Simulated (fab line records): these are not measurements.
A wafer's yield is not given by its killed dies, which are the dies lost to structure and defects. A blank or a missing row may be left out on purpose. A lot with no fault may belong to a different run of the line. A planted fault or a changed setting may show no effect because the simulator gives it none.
The tool behind it: which one?	flow sky130	6 lots, 18 wafers sampled, at 1 step of a route of 708

## WHAT THE GAUGES READ, wafer by wafer
SKY_LDD_P_OVL_MEAS_08.
lot	measured	on	LDD_P_OVL (nm)
L330	day 20 10:50	overlay-01	-1.1 1.0 0.9
L335	day 23 11:49	overlay-02	-4.3 -4.0 -2.0
L337	day 23 19:38	overlay-02	0.0 1.3 0.7
L342	day 25 01:12	overlay-02	0.2 -2.3 1.5
L346	day 26 03:44	overlay-01	-1.5 -1.1 -3.5
L349	day 27 08:07	overlay-01	-0.4 -0.7 -1.3

## WHAT TOOL EACH LOT RAN ON (gives the tool, then ch and the chambers of the sampled wafers, and finally the start)
No process step before these readings appears in the record.

## THE ANSWER, worked out from the rows above alone
Rule: usual is defined by the lots themselves. Put in order of their means at a reading, lots are off if they are a third of the lots or fewer, leave a main group of 4 or more, and stand apart from it by a gap of 3 or more times the standard deviation of the main group's means; of several such gaps the widest counts. If all means in a main group match to the digits the tables above print for the reading, that group is not used. Also off: a lot with no number at a reading for which 4 or more lots have one. Any other lot the step has rows for is counted as sound.
No lot is off at any reading shown: from this, nothing can be told.

## WHAT WAS PUT IN BY THE SIMULATOR
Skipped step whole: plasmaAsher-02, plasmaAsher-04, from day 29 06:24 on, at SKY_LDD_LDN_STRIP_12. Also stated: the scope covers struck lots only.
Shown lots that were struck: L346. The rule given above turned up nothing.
